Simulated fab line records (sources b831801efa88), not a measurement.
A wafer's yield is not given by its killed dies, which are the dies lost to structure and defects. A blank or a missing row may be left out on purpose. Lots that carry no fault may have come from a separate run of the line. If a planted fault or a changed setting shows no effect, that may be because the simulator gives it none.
fab line records | flow sky130
[record] lots = 6 wafers = 18 lastDay = 50
route steps=708 shown VIA3@582 PAD_OPEN@708
lots that met no fault: from a run of the same line without faults
startH: the number of hours between the record's first day and the start of the first shown wafer of the lot | waitH: hours from the lot's prior step to this one | " as in the row above | L1.1+2: one row covering several wafers at once | - value missing, or start not given | * or withheld: withheld | < > ~ a bound
route shown NAME@n: a module of which the file shows steps, and the number in the route of the first | usual: average and standard deviation across the fault-free wafers | same: alike in all rows | chamber/n: place in a boat | sites: per-site readings | _std_site: the standard deviation of these | _edge_site: outer sites' mean less inner sites' | radiusMm: how far each site lies from the wafer's centre | mask NAME#n: copy n | behind: tool/chamber where the wafer was last shaped | hold: why the lot went on hold/how many hours it stayed there/how the hold came to an end | device: the transistor (n, p or np) that didn't switch | end of line: the route-end tests of the same wafers | for a step that has no rows: nothing shown but its recipe | killed: the dies lost at the first sort to structure and to defects; this is not the yield of the wafer | map: dies across one wafer; x = killed, . = not, _ = none there
set.NAME: the setting that was run; set.NAME@STEP: the one run at that earlier step | model.NAME: the simulator's own value behind a step, which no gauge read
lots at selected steps of the route; one table per step, one row per wafer
services: a tool's chamber out of use, with start hour (startH, from the record's first day; less than 0 if before it), hours out, and reason
[[steps]]
[step SKY_VIA3_EXPOSE_09]
[recipe] maskId = VIM3 na = 0.8 sourceShape = annular sigmaInner = 0.55 sigmaOuter = 0.85 targetCdNm = 200 doseMj = 38
[step SKY_VIA3_PEB_10]
[recipe] pebTempC = withheld pebTimeS = withheld resist = KrF-thick
[step SKY_VIA3_DEVELOP_11]
[recipe] developTimeS = 60 resist = KrF-thick devTempC = 21
[step SKY_VIA3_CD_MEAS_12]
[recipe] targetCdNm = 200
[usual] cdNm = 200.2/1.5
// columns lot.wafer tool chamber startH waitH cdNm
L953.2 cdSem-02 - 947.47 - 198.8
L953.3 " - " " 199.1
L953.4 " - " " 199.0
L960.2 cdSem-01 - 990.40 - 198.8
L960.3 " - " " 198.9
L960.6 " - " " 199.3
L962.1 cdSem-02 - 1003.75 - 202.8
L962.2 " - " " 201.9
L962.6 " - " " 201.6
L969.4 cdSem-01 - 1073.86 - 198.4
L969.5 " - " " 201.1
L969.6 " - " " 198.9
L973.1 cdSem-02 - 1075.48 - 199.4
L973.3 " - " " 199.5
L973.5 " - " " 199.5
L974.2 cdSem-02 - 1077.99 - 199.0
L974.3 " - " " 199.7
L974.6 " - " " 199.7
[step SKY_VIA3_OVL_MEAS_13]
[usual] VIA3_OVL = 3/4.9
// columns lot.wafer tool chamber startH waitH VIA3_OVL[nm]
L953.2 overlay-02 - 947.57 0.1 6
L953.3 " - " " 5
L953.4 " - " " 7
L960.2 overlay-02 - 990.51 0.1 5
L960.3 " - " " 4
L960.6 " - " " 2
L962.1 overlay-02 - 1003.87 0.1 -2
L962.2 " - " " 6
L962.6 " - " " 0
L969.4 overlay-02 - 1073.93 0.1 2
L969.5 " - " " 2
L969.6 " - " " -7
L973.1 overlay-01 - 1075.60 0.1 -5
L973.3 " - " " -2
L973.5 " - " " -3
L974.2 overlay-01 - 1078.10 0.1 4
L974.3 " - " " 2
L974.6 " - " " -1
[step SKY_VIA3_ETCH_14]
[recipe] chemistry = N2/H2 target = BARC ionEnergyEv = 200 sourceW = 500 biasW = 100 pressureMtorr = 30 n2FlowSccm = 100 h2FlowSccm = 200 stopOn = SiO2 timeS = 45.9 targetDepthA = 600
[usual] drypumpMotorCurrentA = 5.8/0.46 oesProductAu = 0.855/0.0046 throttleValvePct = 13.224/0.0081
// columns lot.wafer tool chamber startH waitH drypumpMotorCurrentA oesProductAu rfHoursCounterH throttleValvePct
L953.2 rieDiel-04 1 947.60 0.0 5.8 0.866 17 13.221
L953.3 " 2 " " 5.6 0.864 7 13.212
L953.4 " 3 " " 6.3 0.860 - 13.220
L960.2 rieDiel-01 0 990.54 0.0 6.2 0.854 3 13.235
L960.3 " 1 " " 5.6 0.857 12 13.230
L960.6 " 2 " " 5.0 0.846 - 13.222
L962.1 rieDiel-03 0 1003.90 0.0 6.4 0.851 6 13.224
L962.2 " 3 " " 5.9 0.856 15 13.221
L962.6 " 1 " " 6.5 0.849 - 13.222
L969.4 rieDiel-01 3 1073.95 0.0 5.5 0.845 21 13.211
L969.5 " 1 " " 5.6 0.850 - 13.227
L969.6 " 2 " " 5.0 0.861 - 13.231
L973.1 rieDiel-04 2 1075.64 0.0 5.6 0.856 11 13.228
L973.3 " 0 " " 5.1 0.856 23 13.230
L973.5 " 1 " " 5.8 0.852 - 13.235
L974.2 rieDiel-03 0 1078.13 0.0 6.4 0.852 8 13.231
L974.3 " 3 " " 5.9 0.852 18 13.228
L974.6 " 1 " " 6.4 0.859 - 13.224
[step SKY_VIA3_ETCH_15]
[recipe] target = SiO2 chemistry = C4F8/O2/Ar targetDepthNm = 507 stopOn = TiN maskMaterial = KrF-thick sourceW = 1500 biasW = 1200 pressureMtorr = 40 c4f8FlowSccm = withheld O2_flow_sccm = 6 Ar_flow_sccm = 300 timeS = 78
[usual] oesProductAu = 0.945/0.0045
// columns lot.wafer tool chamber startH waitH oesProductAu rfHoursCounterH
L953.2 rieDiel-04 1 947.64 0.0 0.944 17
L953.3 " 2 " " 0.944 7
L953.4 " 3 " " 0.944 -
L960.2 rieDiel-01 0 990.58 0.0 0.939 3
L960.3 " 1 " " 0.933 12
L960.6 " 2 " " 0.938 -
L962.1 rieDiel-03 0 1003.94 0.0 0.945 6
L962.2 " 3 " " 0.939 15
L962.6 " 1 " " 0.942 -
L969.4 rieDiel-01 3 1073.99 0.0 0.943 21
L969.5 " 1 " " 0.949 -
L969.6 " 2 " " 0.936 -
L973.1 rieDiel-04 2 1075.68 0.0 0.945 11
L973.3 " 0 " " 0.937 23
L973.5 " 1 " " 0.949 -
L974.2 rieDiel-03 0 1078.17 0.0 0.942 8
L974.3 " 3 " " 0.944 18
L974.6 " 1 " " 0.937 -
[step SKY_VIA3_STRIP_16]
[recipe] chemistry = O2/N2 powerW = 1400 pressureMtorr = 1500 platenTempC = withheld o2FlowSccm = 3000 n2FlowSccm = 300 overashFraction = 0.5
[usual] drypumpMotorCurrentA = 5.6/0.46 oesProductAu = 0.403/0.0046 stripTimeToEndpointS = 4.16/0.032
// columns lot.wafer tool chamber startH waitH drypumpMotorCurrentA oesProductAu rfHoursCounterH stripTimeToEndpointS
L953.2 plasmaAsher-03 1 947.70 0.0 5.1 0.402 110 4.10
L953.3 " 0 " " 6.1 0.403 - 4.07
L953.4 " 1 " " 5.1 0.396 - 4.09
L960.2 plasmaAsher-03 1 990.64 0.0 5.1 0.405 113 4.21
L960.3 " 1 " " 5.1 0.405 - 4.13
L960.6 " 0 " " 6.1 0.404 - 4.13
L962.1 plasmaAsher-02 1 1004.00 0.0 5.6 0.403 53 4.19
L962.2 " 0 " " 4.9 0.407 53 4.17
L962.6 " 1 " " 5.6 0.398 - 4.15
L969.4 plasmaAsher-04 0 1074.09 0.1 5.8 0.404 - 4.20
L969.5 " 0 " " 5.8 0.404 - 4.19
L969.6 " 1 " " 6.1 0.405 - 4.17
L973.1 plasmaAsher-03 0 1075.74 0.0 6.1 0.394 1 4.12
L973.3 " 1 " " 5.1 0.404 - 4.17
L973.5 " 1 " " 5.1 0.405 - 4.13
L974.2 plasmaAsher-04 0 1078.23 0.0 5.8 0.407 34 4.17
L974.3 " 0 " " 5.8 0.401 - 4.14
L974.6 " 1 " " 6.1 0.409 - 4.14
[step SKY_VIA3_STRIP_17]
[recipe] chemistry = postEtchResidueRemover timeS = 1200 tempC = 72.5
[step SKY_VIA3_CLEAN_18]
[recipe] chemistry = IPA timeS = 180 tempC = 25
[step SKY_VIA3_CLEAN_19]
[recipe] chemistry = O3/DIW dry = n2Spin
[step SKY_VIA3_SPUTTER_20]
[recipe] material = TiN targetThkNm = 20 chamberPressurePa = 5 powerW = 4000 timeS = 80
[usual] cathodeDcPowerW = 4000.0/0.74 throttleValvePct = 30.2/0.78
// columns lot.wafer tool chamber startH waitH cathodeDcPowerW throttleValvePct
L953.2 pvdSputter-04 - 948.34 0.0 3999.4 31.2
L953.3 " - " " 4000.0 30.0
L953.4 " - " " 4001.2 29.6
L960.2 pvdSputter-04 - 991.27 0.0 3999.9 28.2
L960.3 " - " " 3999.6 30.1
L960.6 " - " " 4000.5 28.2
L962.1 pvdSputter-04 - 1004.60 0.0 4000.8 29.6
L962.2 " - " " 4000.0 30.1
L962.6 " - " " 3999.6 29.4
L969.4 pvdSputter-02 - 1074.77 0.0 4000.3 31.0
L969.5 " - " " 4000.9 30.1
L969.6 " - " " 3999.7 30.4
L973.1 pvdSputter-02 - 1076.36 0.0 3998.8 30.6
L973.3 " - " " 4001.6 30.3
L973.5 " - " " 4000.3 30.3
L974.2 pvdSputter-02 - 1078.83 0.0 3999.3 30.5
L974.3 " - " " 3999.5 30.4
L974.6 " - " " 3999.7 30.3
[step SKY_VIA3_CVD_21]
[recipe] material = W targetThkNm = 390 timeS = 117.31 tempC = 400 pressureTorr = 40
[usual] heaterPowerW = 830/140 susceptorTempC = 399.98/0.22
// columns lot.wafer tool chamber startH waitH heaterPowerW susceptorTempC model.W_of_VIA3_CVD_21.thkNm
L953.2 cvdW-01 1 948.40 0.0 898 400.22 388.5
L953.3 " 0 " " 687 399.98 386.6
L953.4 " 1 " " 921 399.73 382.2
L960.2 cvdW-01 0 991.33 0.0 686 399.68 404.7
L960.3 " 0 " " 688 399.67 405.5
L960.6 " 1 " " 923 399.91 389.3
L962.1 cvdW-01 1 1004.66 0.0 919 400.36 389.7
L962.2 " 0 " " 682 399.42 404
L962.6 " 0 " " 697 399.65 406.1
L969.4 cvdW-02 1 1074.87 0.1 1076 400.02 390.4
L969.5 " 0 " " 712 399.97 391.5
L969.6 " 1 " " 1053 399.64 392.4
L973.1 cvdW-01 1 1076.42 0.0 900 399.69 385.7
L973.3 " 0 " " 714 400.08 384.6
L973.5 " 0 " " 705 400.02 389.8
L974.2 cvdW-02 1 1078.89 0.0 1013 400.20 392.4
L974.3 " 1 " " 1041 400.07 390.9
L974.6 " 1 " " 1046 400.14 390.8
[step SKY_VIA3_RS_MEAS_22]
[recipe] thkMeasGauge = four-point-probe reads = W_of_VIA3_CVD_21+TiN_of_VIA3_SPUTTER_20
[usual] VIA3_W_RS = 0.2964/0.0027
// columns lot.wafer tool chamber startH waitH hold VIA3_W_RS[ohm/sq]
L953.2 filmMetro-03 - 948.54 0.1 - 0.2957
L953.3 " - " " - 0.2969
L953.4 " - " " - 0.3003
L960.2 filmMetro-02 - 991.47 0.1 awaitDispo/0.2h/release 0.2829
L960.3 " - " " awaitDispo/0.2h/release 0.2832
L960.6 " - " " awaitDispo/0.2h/release 0.2946
L960.2 filmMetro-02 - 991.87 0.4 - 0.2836
L960.3 " - " " - 0.2824
L960.6 " - " " - 0.2949
L962.1 filmMetro-03 - 1004.78 0.1 awaitDispo/0.2h/release 0.2947
L962.2 " - " " awaitDispo/0.2h/release 0.2847
L962.6 " - " " awaitDispo/0.2h/release 0.2831
L962.1 filmMetro-03 - 1005.07 0.3 - 0.2946
L962.2 " - " " - 0.2842
L962.6 " - " " - 0.2827
L969.4 filmMetro-02 - 1075.03 0.1 - 0.2937
L969.5 " - " " - 0.2929
L969.6 " - " " - 0.2926
L973.1 filmMetro-02 - 1076.55 0.1 - 0.2981
L973.3 " - " " - 0.2982
L973.5 " - " " - 0.2941
L974.2 filmMetro-02 - 1079.03 0.1 - 0.2927
L974.3 " - " " - 0.2932
L974.6 " - " " - 0.2937
[step SKY_VIA3_THK_MEAS_23]
[recipe] thkMeasGauge = xrf reads = W_of_VIA3_CVD_21
[usual] VIA3_W_THK = 402/7.1
// columns lot.wafer tool chamber startH waitH hold VIA3_W_THK[nm]
L953.2 filmMetro-03 - 948.65 0.1 - 398
L953.3 " - " " - 395
L953.4 " - " " - 392
L960.2 filmMetro-02 - 995.86 4.0 awaitDispo/0.2h/release 429
L960.3 " - " " awaitDispo/0.2h/release 431
L960.6 " - " " awaitDispo/0.2h/release 411
L960.2 filmMetro-02 - 996.09 0.2 - 428
L960.3 " - " " - 430
L960.6 " - " " - 408
L962.1 filmMetro-03 - 1011.26 6.2 awaitDispo/0.2h/release 400
L962.2 " - " " awaitDispo/0.2h/release 412
L962.6 " - " " awaitDispo/0.2h/release 414
L962.1 filmMetro-03 - 1011.49 0.2 - 398
L962.2 " - " " - 413
L962.6 " - " " - 416
L969.4 filmMetro-02 - 1075.12 0.1 - 411
L969.5 " - " " - 413
L969.6 " - " " - 414
L973.1 filmMetro-02 - 1076.67 0.1 - 407
L973.3 " - " " - 403
L973.5 " - " " - 408
L974.2 filmMetro-02 - 1079.14 0.1 - 413
L974.3 " - " " - 410
L974.6 " - " " - 414
[step SKY_VIA3_CMP_24]
[recipe] stopOn = SiO2 tOverpolishS = 20 downForcePsi = 3.5 platenRpm = 60 targetThkNm = 0 padVelocityMS = 0.94248
[usual] motorCurrentA = 11.3/0.95 overpolishRunS = 20.000/0.0085 timeToEndpointS = 92/3.2
// columns lot.wafer tool chamber startH waitH hold motorCurrentA overpolishRunS timeToEndpointS
L953.3 cmp-02 1 948.70 0.0 - 11.4 19.982 87
L953.4 " 2 " " - 10.0 19.996 95
L953.2 " 0 " " - 11.9 19.993 95
L960.2 cmp-02 2 998.34 2.2 awaitDispo/2.2h/release 10.3 20.000 102
L960.3 " 1 " " awaitDispo/2.2h/release 11.4 20.009 97
L960.6 " 2 " " awaitDispo/2.2h/release 10.1 19.999 96
L962.1 cmp-01 1 1014.52 3.0 awaitDispo/2.7h/release 12.5 20.005 87
L962.2 " 2 " " awaitDispo/2.7h/release 10.3 19.997 93
L962.6 " 1 " " awaitDispo/2.7h/release 12.6 20.007 93
L969.4 cmp-02 2 1075.28 0.1 - 10.4 20.007 94
L969.6 " 1 " " - 11.9 19.999 94
L969.5 " 2 " " - 9.9 20.012 96
L973.3 cmp-01 2 1076.73 0.0 - 10.8 20.003 92
L973.1 " 1 " " - 13.2 20.004 89
L973.5 " 2 " " - 10.0 20.003 90
L974.3 cmp-01 3 1079.19 0.0 - 10.6 20.004 93
L974.2 " 1 " " - 12.3 19.999 90
L974.6 " 3 " " - 11.2 19.996 92
[step SKY_PAD_OPEN_PROBE_99]
[usual] defectLimitedYield = 82.2/1.8 killed_at_M0_to_M3 = 44/6.9 killed_at_M4_up = 3.3/2 killedAtContacts = 25/5.4 killedAtFrontEnd = 16/4.6 killedAtOther = 0.2/0.51 killedDies = 88/8.9 killedOpen = 48/6.8 killedShort = 39/5.8 sort_bin_3_pad_short = 0.8/0.44 sort_bin_5_function = 10.6/1.4 sort_bin_6_memory = 6.4/1.1 sortNPass = 404/8.9 sortYieldPct = 82.2/1.8
[same] grossDies = 492 killedAtBackSide = 0 sort_bin_4_leakage[%] = 0 sort_bin_8_speed[%] = 0
// columns lot.wafer tool chamber startH waitH defectLimitedYield[%] killed_at_M0_to_M3 killed_at_M4_up killedAtContacts killedAtFrontEnd killedAtOther killedDies killedOpen killedShort sort_bin_3_pad_short[%] sort_bin_5_function[%] sort_bin_6_memory[%] sortNPass sortYieldPct[%]
L953.2 prober-01 - 1094.51 0.1 81.3 51 4 25 12 0 92 53 39 0.4 10.6 7.7 400 81.3
L953.3 prober-01 - 1094.56 0.2 83.3 34 5 25 18 0 82 36 45 0.2 10.2 6.3 410 83.3
L953.4 prober-01 - 1094.61 0.2 81.9 44 5 27 12 1 89 50 39 1.0 12.2 4.9 403 81.9
L960.2 prober-02 - 1132.47 0.1 80.9 42 7 31 14 0 94 56 38 1.6 11.6 5.9 398 80.9
L960.3 prober-02 - 1132.52 0.2 83.5 38 2 27 14 0 81 49 32 0.8 10.2 5.5 411 83.5
L960.6 prober-02 - 1132.67 0.2 82.3 45 3 27 12 0 87 48 39 1.2 10.6 5.9 405 82.3
L962.1 prober-02 - 1138.14 0.1 85.2 32 5 25 11 0 73 42 31 0.8 8.9 5.1 419 85.2
L962.2 prober-02 - 1138.19 0.1 82.7 43 2 20 20 0 85 40 45 1.2 10.6 5.5 407 82.7
L962.6 prober-02 - 1138.39 0.2 83.9 37 6 22 14 0 79 47 31 0.6 9.1 6.3 413 83.9
L973.1 prober-01 - 1198.28 0.1 82.1 47 7 12 22 0 88 43 44 0.6 10.4 6.9 404 82.1
L973.3 prober-01 - 1198.38 0.2 83.9 50 1 17 11 0 79 45 34 0.8 9.8 5.5 413 83.9
L973.5 prober-01 - 1198.48 0.2 80.1 62 1 26 9 0 98 53 45 0.2 12.6 7.1 394 80.1
L969.4 prober-02 - 1198.43 0.2 79.9 48 4 30 16 1 99 55 44 0.2 12.6 7.3 393 79.9
L969.5 prober-02 - 1198.48 0.2 83.1 37 2 27 17 0 83 46 37 1.0 9.6 6.3 409 83.1
L969.6 prober-02 - 1198.53 0.2 82.1 48 5 23 12 0 88 54 34 1.4 10.6 5.9 404 82.1
L974.2 prober-01 - 1199.84 0.1 81.5 37 1 35 18 0 91 59 32 1.0 10.8 6.7 401 81.5
L974.3 prober-01 - 1199.89 0.2 82.3 43 4 26 14 0 87 38 49 0.8 10.4 6.5 405 82.3
L974.6 prober-01 - 1200.04 0.2 80.9 45 3 31 15 0 94 51 43 1.0 11.2 6.9 398 80.9
// killed by level:class
L953.2 CONTACT:geometricParticle:open=15 VIA1:geometricParticle:open=11 VIA2:geometricParticle:open=9 METAL3:geometricParticle:short=7 VIA1:geometricParticle:short=5 LI_CONTACT:geometricParticle:open=4 METAL1:geometricParticle:short=4 VIA2:geometricParticle:short=4
L953.3 VIA1:geometricParticle:open=11 POLY_GATE:geometricParticle:short=10 CONTACT:geometricParticle:short=8 METAL1:geometricParticle:short=5 LOCAL_INTERCONNECT:geometricParticle:open=4 CONTACT:geometricParticle:open=4 VIA1:geometricParticle:short=4 FIELD_ISO:geometricParticle:short=3
L953.4 VIA1:geometricParticle:open=13 CONTACT:geometricParticle:open=10 LI_CONTACT:geometricParticle:open=8 VIA1:geometricParticle:short=8 VIA2:geometricParticle:open=6 METAL1:geometricParticle:short=4 VIA2:geometricParticle:short=4 VIA3:geometricParticle:open=4
L960.2 CONTACT:geometricParticle:open=11 LI_CONTACT:geometricParticle:open=10 VIA3:geometricParticle:open=10 VIA1:geometricParticle:open=9 METAL4:geometricParticle:short=7 VIA2:geometricParticle:open=6 CONTACT:geometricParticle:short=5 METAL1:geometricParticle:short=4
L960.3 VIA3:geometricParticle:open=12 CONTACT:geometricParticle:open=9 LI_CONTACT:geometricParticle:open=6 VIA1:geometricParticle:open=6 VIA1:geometricParticle:short=5 LOCAL_INTERCONNECT:geometricParticle:short=4 VIA2:geometricParticle:open=4 FIELD_ISO:geometricParticle:open=3
L960.6 CONTACT:geometricParticle:open=8 VIA2:geometricParticle:open=8 VIA3:geometricParticle:open=8 LI_CONTACT:geometricParticle:open=7 VIA1:geometricParticle:open=7 LOCAL_INTERCONNECT:geometricParticle:short=6 POLY_GATE:geometricParticle:open=6 METAL3:geometricParticle:short=6
L962.1 CONTACT:geometricParticle:open=10 VIA2:geometricParticle:open=8 VIA1:geometricParticle:open=8 LI_CONTACT:geometricParticle:open=7 METAL1:geometricParticle:short=5 FIELD_ISO:geometricParticle:open=4 METAL3:geometricParticle:short=4 CONTACT:geometricParticle:short=4
L962.2 VIA2:geometricParticle:open=8 VIA1:geometricParticle:open=7 VIA1:geometricParticle:short=6 FIELD_ISO:geometricParticle:open=5 FIELD_ISO:geometricParticle:short=5 LI_CONTACT:geometricParticle:short=5 CONTACT:geometricParticle:short=5 METAL1:geometricParticle:short=5
L962.6 CONTACT:geometricParticle:open=10 VIA2:geometricParticle:open=10 METAL2:geometricParticle:short=7 FIELD_ISO:geometricParticle:open=5 METAL4:geometricParticle:short=5 LI_CONTACT:geometricParticle:open=5 VIA1:geometricParticle:open=5 VIA3:geometricParticle:open=5
L973.1 VIA1:geometricParticle:open=17 FIELD_ISO:geometricParticle:short=6 CONTACT:geometricParticle:open=6 VIA2:geometricParticle:open=6 FIELD_ISO:geometricParticle:open=5 POLY_GATE:geometricParticle:short=5 VIA1:geometricParticle:short=5 VIA2:geometricParticle:short=5
L973.3 VIA3:geometricParticle:open=10 VIA2:geometricParticle:open=8 VIA1:geometricParticle:open=8 LOCAL_INTERCONNECT:geometricParticle:short=5 METAL1:geometricParticle:short=5 LI_CONTACT:geometricParticle:open=4 CONTACT:geometricParticle:open=4 CONTACT:geometricParticle:short=4
L969.4 LI_CONTACT:geometricParticle:open=12 METAL1:geometricParticle:short=9 VIA3:geometricParticle:open=7 CONTACT:geometricParticle:open=7 VIA1:geometricParticle:open=7 VIA2:geometricParticle:open=7 POLY_GATE:geometricParticle:open=6 LI_CONTACT:geometricParticle:short=4
L969.5 CONTACT:geometricParticle:open=10 VIA1:geometricParticle:open=7 VIA3:geometricParticle:open=6 LI_CONTACT:geometricParticle:open=6 VIA1:geometricParticle:short=6 METAL1:geometricParticle:short=5 POLY_GATE:geometricParticle:short=4 POLY_GATE:geometricParticle:open=4
L973.5 VIA1:geometricParticle:open=14 METAL2:geometricParticle:short=10 CONTACT:geometricParticle:open=8 LI_CONTACT:geometricParticle:open=8 VIA1:geometricParticle:short=8 VIA2:geometricParticle:open=7 VIA3:geometricParticle:open=7 CONTACT:geometricParticle:short=6
L969.6 VIA1:geometricParticle:open=10 VIA2:geometricParticle:open=8 VIA3:geometricParticle:open=7 CONTACT:geometricParticle:open=7 VIA1:geometricParticle:short=6 LI_CONTACT:geometricParticle:open=6 CONTACT:geometricParticle:short=6 POLY_GATE:geometricParticle:open=5
L974.2 LI_CONTACT:geometricParticle:open=17 CONTACT:geometricParticle:open=11 VIA2:geometricParticle:open=8 VIA1:geometricParticle:open=8 CONTACT:geometricParticle:short=4 METAL1:geometricParticle:short=4 VIA1:geometricParticle:short=4 FIELD_ISO:geometricParticle:open=3
L974.3 VIA1:geometricParticle:open=10 CONTACT:geometricParticle:open=8 VIA1:geometricParticle:short=7 METAL1:geometricParticle:short=7 LOCAL_INTERCONNECT:geometricParticle:short=6 METAL3:geometricParticle:short=6 LI_CONTACT:geometricParticle:short=4 POLY_GATE:geometricParticle:short=3
L974.6 CONTACT:geometricParticle:open=12 METAL2:geometricParticle:short=10 VIA1:geometricParticle:open=9 LI_CONTACT:geometricParticle:open=8 CONTACT:geometricParticle:short=6 VIA2:geometricParticle:open=5 METAL1:geometricParticle:short=4 VIA3:geometricParticle:open=4
[[services]]
// columns tool chamber startH hours kind
rieDiel-04 1 927.04 7.9 repair
rieDiel-04 - 927.95 0.4 repair
cvdW-02 - 932.68 1.4 repair
plasmaAsher-03 - 935.92 0.7 repair
rieDiel-04 0 947.16 8.5 repair
cmp-01 - 948.96 0.8 repair
plasmaAsher-03 - 949.93 4.3 pm
pvdSputter-02 - 956.01 14.5 repair
rieDiel-04 1 960.67 2.2 repair
pvdSputter-02 - 963.60 5.1 repair
cmp-02 - 971.38 3.8 repair
plasmaAsher-03 - 974.69 5.6 repair
pvdSputter-02 - 989.07 8.4 repair
rieDiel-04 - 991.23 14.6 pm
cmp-02 - 1011.90 4.4 pm
cmp-01 - 1024.91 10.5 repair
cmp-02 - 1035.63 11.4 pm
cmp-01 - 1036.16 7.5 repair
cmp-01 - 1036.56 5.1 repair
pvdSputter-04 - 1044.65 2.2 repair
rieDiel-03 0 1053.80 6.8 repair
plasmaAsher-03 - 1055.25 9.0 pm
cvdW-02 - 1067.06 2.4 repair
pvdSputter-02 - 1067.07 2.8 repair
[[key]]
[firstSign] step = SKY_VIA3_RS_MEAS_22 reading = visit direction = added
[effect] step = SKY_VIA3_RS_MEAS_22 reading = VIA3_W_RS direction = down sigmas = 4.8 usual = 0.2964 struck = 0.2835
[effect] step = SKY_VIA3_THK_MEAS_23 reading = visit direction = added
[modelEffect] step = SKY_VIA3_CVD_21 value = W_of_VIA3_CVD_21.thkNm without = 386.9 struck = 405.1
metAt SKY_VIA3_CVD_21
struckWafers L960.2,L960.3,L962.2,L962.6
onsetBetween 948.40 991.33
[fault] kind = processParameterDrift tool = cvdW-01 chamber = 0 onsetH = 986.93 steps = SKY_VIA3_CVD_21 channel = targetThkNm offset = 18.208 shape = step endH = 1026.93 actsIn = theseRecipesOnly stated = 390
